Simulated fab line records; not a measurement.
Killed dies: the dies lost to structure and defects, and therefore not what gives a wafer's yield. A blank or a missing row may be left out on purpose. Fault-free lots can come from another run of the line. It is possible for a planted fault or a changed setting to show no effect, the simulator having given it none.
The tool behind it: which one? ; flow sky130 ; 13 lots with 39 wafers sampled at 5 steps, on a route of 708 steps

== WHAT EACH GAUGE READ, for each wafer ==
SKY_FIELD_ISO_THK_MEAS_25.
lot;measured;on;FIELD_ISO_CVD_24_THK (nm)
L392;day 2 12:07;film_metro-01;587 600 601
L394;day 3 00:37;film_metro-02;590 592 586
L395;day 3 06:04;film_metro-01;589 588 589
L396;day 3 10:51;film_metro-02;593 598 597
L397;day 3 14:58;film_metro-04;597 600 595
L398;day 3 20:44;film_metro-02;590 595 599
L400;day 4 06:47;film_metro-01;591 594 581
L406;day 5 14:19;film_metro-01;580 590 594
L407;day 5 18:43;film_metro-04;588 589 592
L410;day 6 11:49;film_metro-04;589 593 594
L411;day 6 15:37;film_metro-01;593 593 589
L412;day 6 19:27;film_metro-02;590 588 591
L414;day 7 08:22;film_metro-02;592 596 595

SKY_NWELL_OVL_MEAS_23.
lot;measured;on;NWELL_01_OVL (nm)
L392;day 5 11:23;overlay-02;0.8 -1.1 -1.4
L394;day 6 03:17;overlay-02;-1.8 -1.2 0.2
L395;day 6 09:38;overlay-02;0.7 0.4 -0.4
L396;day 6 14:20;overlay-02;- - -
L397;day 6 21:14;overlay-02;- - -
L398;day 7 02:37;overlay-01;-0.4 0.0 -0.4
L400;day 7 12:41;overlay-02;-3.2 -1.5 -4.2
L406;day 9 01:47;overlay-01;-0.4 -0.6 -0.7
L407;day 9 06:14;overlay-01;-2.1 -1.3 -2.2
L410;day 10 05:32;overlay-01;-2.1 0.8 -1.8
L411;day 10 09:17;overlay-02;-0.7 -1.0 -0.1
L412;day 10 14:51;overlay-02;-2.9 -1.3 -1.5
L414;day 11 04:01;overlay-01;-1.8 -0.9 -1.2

SKY_LDD_HVN_TW_MEAS_10.
lot;measured;on;LDD_HVN_TW
L392;day 20 08:46;film_metro-04;1426 1432 1429
L394;day 21 17:07;film_metro-04;1426 1434 1427
L395;day 22 03:01;film_metro-04;1424 1432 1432
L396;day 22 06:43;film_metro-04;1434 1424 1433
L397;day 22 22:38;film_metro-04;1434 1426 1437
L398;day 23 04:00;film_metro-03;1449 1447 1446
L400;day 23 17:41;film_metro-03;1441 1447 1439
L406;day 25 21:13;film_metro-01;1453 1454 1453
L407;day 25 23:37;film_metro-01;1454 1456 1447
L410;day 27 07:37;film_metro-03;1448 1450 1447
L411;day 27 13:00;film_metro-03;1455 1456 1451
L412;day 27 20:05;film_metro-01;1447 1438 1443
L414;day 28 10:39;film_metro-03;1446 1456 1447

== TOOL THAT RAN EACH LOT (tool first, then ch and the chambers of the sampled wafers, then the start) ==
lot;SKY_NWELL_COAT_18;SKY_NWELL_STRIP_25
L392;litho_track-02 ch 0, day 5 01:58;plasma_asher-02 ch 0,1, day 5 11:34
L394;litho_track-02 ch 0, day 5 18:13;plasma_asher-03 ch 0,1, day 6 03:28
L395;litho_track-02 ch 0, day 5 23:56;plasma_asher-02 ch 0,1, day 6 09:49
L396;litho_track-04, day 6 04:51;plasma_asher-03 ch 0, day 6 14:31
L397;litho_track-04, day 6 11:26;plasma_asher-03 ch 0,1, day 6 21:26
L398;litho_track-04 ch 0, day 6 16:32;plasma_asher-03 ch 0,1, day 7 02:49
L400;litho_track-03 ch 0, day 7 03:00;plasma_asher-02 ch 0,1, day 7 12:53
L406;litho_track-03 ch 0, day 8 14:58;plasma_asher-02 ch 0,1, day 9 01:58
L407;litho_track-04 ch 0, day 8 19:15;plasma_asher-03 ch 0,1, day 9 06:25
L410;litho_track-04 ch 0, day 9 16:54;plasma_asher-03 ch 0,1, day 10 05:43
L411;litho_track-02 ch 0, day 9 22:02;plasma_asher-03 ch 0, day 10 09:28
L412;litho_track-03 ch 0, day 10 03:49;plasma_asher-04 ch 0,1, day 10 15:03
L414;litho_track-03 ch 0, day 10 15:37;plasma_asher-03 ch 0,1, day 11 04:13
- SKY_NWELL_COAT_18: resist thk 3000 nm.
- SKY_NWELL_STRIP_25: strips in O2/N2.

== AS READ BY THE TOOLS THEMSELVES (means over the sampled wafers that have a number; for cases with no such wafer, the mark the record gives instead) ==
SKY_NWELL_COAT_18.
lot;tool;chill_plate_temp_C (C);dispense_pressure_kPa (kPa)
L392;litho_track-02;23.02;54
L394;litho_track-02;23.02;54
L395;litho_track-02;23.04;54
L396;litho_track-04;-;-
L397;litho_track-04;-;-
L398;litho_track-04;23.07;48
L400;litho_track-03;22.86;58
L406;litho_track-03;22.98;58
L407;litho_track-04;23.07;48
L410;litho_track-04;23.00;48
L411;litho_track-02;23.04;54
L412;litho_track-03;23.01;58
L414;litho_track-03;23.03;58

SKY_NWELL_STRIP_25.
lot;tool;drypump_motor_current_A (A);oes_product_au (a.u.);strip_time_to_endpoint_s (s)
L392;plasma_asher-02;6.2;0.719;36.93
L394;plasma_asher-03;6.0;0.725;36.95
L395;plasma_asher-02;6.0;0.724;36.94
L396;plasma_asher-03;6.3;-;-
L397;plasma_asher-03;6.0;-;-
L398;plasma_asher-03;5.7;0.720;36.99
L400;plasma_asher-02;6.2;0.727;36.97
L406;plasma_asher-02;6.0;0.718;36.89
L407;plasma_asher-03;6.0;0.726;36.94
L410;plasma_asher-03;6.0;0.722;36.80
L411;plasma_asher-03;6.3;0.723;36.94
L412;plasma_asher-04;5.6;0.720;36.85
L414;plasma_asher-03;5.7;0.725;36.79

== THE ANSWER, worked out from the rows above alone ==
Rule: the usual values come from the lots themselves. Put in order of their means at a reading, lots are off if they are a third of the lots or fewer, leave a main group of 4 or more, and stand apart from it by a gap of 3 or more times the standard deviation of the main group's means; of several such gaps the widest counts. A main group whose means are all the same, to the digits that the tables above print for the reading, isn't used. A lot without any number at a reading at which 4 lots or more have one is off too. All remaining lots with rows at the step are treated as sound. Order of review: gauges by route order, followed by the tools' own readings, for which a lot's mean as printed above is used. The first step at which some lot is off is used, and at that step the reading that is off furthest; a lot without a number counts as furthest.
Off: at SKY_NWELL_OVL_MEAS_23 (NWELL_01_OVL), L396, L397. Without a number there: L396, L397. Main group: mean -1.1 nm, sd 0.86.
A tool fits if, at a process step before that reading, it ran every lot that is off, and no sound lot after the first of them. Not tried: the gauges at SKY_NWELL_OVL_MEAS_23; whatever is off there is also off at SKY_NWELL_COAT_18, on other tools, and gauge error can't account for it. Not one of the candidates tried fits.

== WHAT WAS PUT IN BY THE SIMULATOR ==
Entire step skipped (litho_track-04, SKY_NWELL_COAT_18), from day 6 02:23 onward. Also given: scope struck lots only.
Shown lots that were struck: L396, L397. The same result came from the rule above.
